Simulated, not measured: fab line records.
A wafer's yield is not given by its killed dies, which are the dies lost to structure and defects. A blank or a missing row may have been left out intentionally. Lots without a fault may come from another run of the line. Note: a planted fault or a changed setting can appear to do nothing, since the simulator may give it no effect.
The same fault as seen by 2 desks || flow gf180mcu || numbers are kept per desk, each desk with only its own; the story behind them comes last

AT THE TOOL OWNER'S DESK: implanter-01
The tool's own readings at GF_NWELL_IMPLANT_09: means of the sampled wafers that have a number, for each lot that ran on this tool. Any lot whose mean is over 4 standard deviations away from the usual mean is out of limits and marked OUT; that distance is given in the brackets.
Columns: A = dose-ions-cm2 at GF_NWELL_IMPLANT_09, usual 4e+12; B = faraday-current-uA at GF_NWELL_IMPLANT_09, usual 22.6
{"lot": "L516", "first seen here": "day 3 07:23", "A": 4e+12, "B": 22.5}
{"lot": "L518", "first seen here": "day 3 19:10", "A": 4e+12, "B": 22.5}
{"lot": "L520", "first seen here": "day 4 03:52", "A": "6e+12 (+99 or more) OUT", "B": "35.9 (+30) OUT"}
{"lot": "L521", "first seen here": "day 4 12:08", "A": "6e+12 (+99 or more) OUT", "B": "35.2 (+28) OUT"}
{"lot": "L524", "first seen here": "day 5 02:41", "A": "6e+12 (+99 or more) OUT", "B": "34.8 (+27) OUT"}
{"lot": "L533", "first seen here": "day 7 05:44", "A": 4e+12, "B": 22.3}
{"lot": "L536", "first seen here": "day 7 23:21", "A": 4e+12, "B": 22.6}
This desk's finding: out of limits on L520, L521, L524; first on L520, day 4 03:52 (dose-ions-cm2 at GF_NWELL_IMPLANT_09). Within limits: L516, L518, L533, L536.

AT THE METROLOGY DESK
Lot by lot, what the gauges showed, no matter which tool ran the lot: averages of those sampled wafers that carry a number. Any lot whose mean is over 4 standard deviations away from the usual mean is out of limits and marked OUT; that distance is given in the brackets.
Columns: A = NWELL_TW at GF_NWELL_TW_MEAS_11, usual 1562; B = NWELL_RS at GF_VT_IMPLANT_RS_MEAS_47, usual 487.2 ohm/sq; C = HV_LDD_CVD_56_THK at GF_HV_LDD_THK_MEAS_57, usual 90.5 nm; D = V1_W_RS at GF_V1_RS_MEAS_24, usual 0.326 ohm/sq
{"lot": "L516", "first seen here": "day 3 07:37", "A": 1565, "B": 487.1, "C": 90.6, "D": 0.321}
{"lot": "L518", "first seen here": "day 3 19:24", "A": 1552, "B": 487.6, "C": 91.1, "D": 0.325}
{"lot": "L520", "first seen here": "day 4 04:06", "A": 1606, "B": "452.3 (-27) OUT", "C": 90.5, "D": 0.326}
{"lot": "L521", "first seen here": "day 4 12:23", "A": 1603, "B": "453.3 (-26) OUT", "C": 90.0, "D": 0.327}
{"lot": "L524", "first seen here": "day 5 02:56", "A": "1608 (+4.2) OUT", "B": "452.3 (-27) OUT", "C": 91.3, "D": 0.320}
{"lot": "L531", "first seen here": "day 6 19:50", "A": 1569, "B": 487.0, "C": 90.3, "D": 0.317}
{"lot": "L532", "first seen here": "day 7 03:03", "A": 1536, "B": 487.5, "C": 90.4, "D": 0.331}
{"lot": "L533", "first seen here": "day 7 05:59", "A": 1576, "B": 486.6, "C": 90.5, "D": 0.330}
{"lot": "L534", "first seen here": "day 7 09:38", "A": 1570, "B": 484.1, "C": 89.5, "D": 0.333}
{"lot": "L535", "first seen here": "day 7 14:48", "A": 1572, "B": 486.8, "C": 90.3, "D": 0.320}
{"lot": "L536", "first seen here": "day 7 23:36", "A": 1582, "B": 485.0, "C": 91.4, "D": 0.336}
{"lot": "L537", "first seen here": "day 8 02:43", "A": 1556, "B": 486.4, "C": 90.1, "D": 0.317}
{"lot": "L538", "first seen here": "day 8 08:06", "A": 1568, "B": 487.0, "C": 92.7, "D": 0.322}
This desk finds L520, L521, L524 out of limits, with the earliest case on L524 at day 5 02:56 (NWELL_TW at GF_NWELL_TW_MEAS_11). Within limits: L516, L518, L531, L532, L533, L534, L535, L536, L537, L538.

TAKEN TOGETHER
At day 4 03:52, on L520, L521, L524, the tool owner's desk was in a position to raise an alarm.
An alarm was possible from the metrology desk at day 5 02:56, on L520, L521, L524.
All the named lots went through GF_NWELL_IMPLANT_09 on implanter-01.

WHAT THE SIMULATOR HAD PUT IN
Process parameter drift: implanter-01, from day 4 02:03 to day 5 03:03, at GF_NWELL_IMPLANT_09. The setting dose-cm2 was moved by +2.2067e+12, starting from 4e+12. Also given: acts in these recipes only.
Lots struck among those shown: L520, L521, L524.
Fault start to first reading out of limits, in hours, per desk: tool owner, 2; metrology, 25.
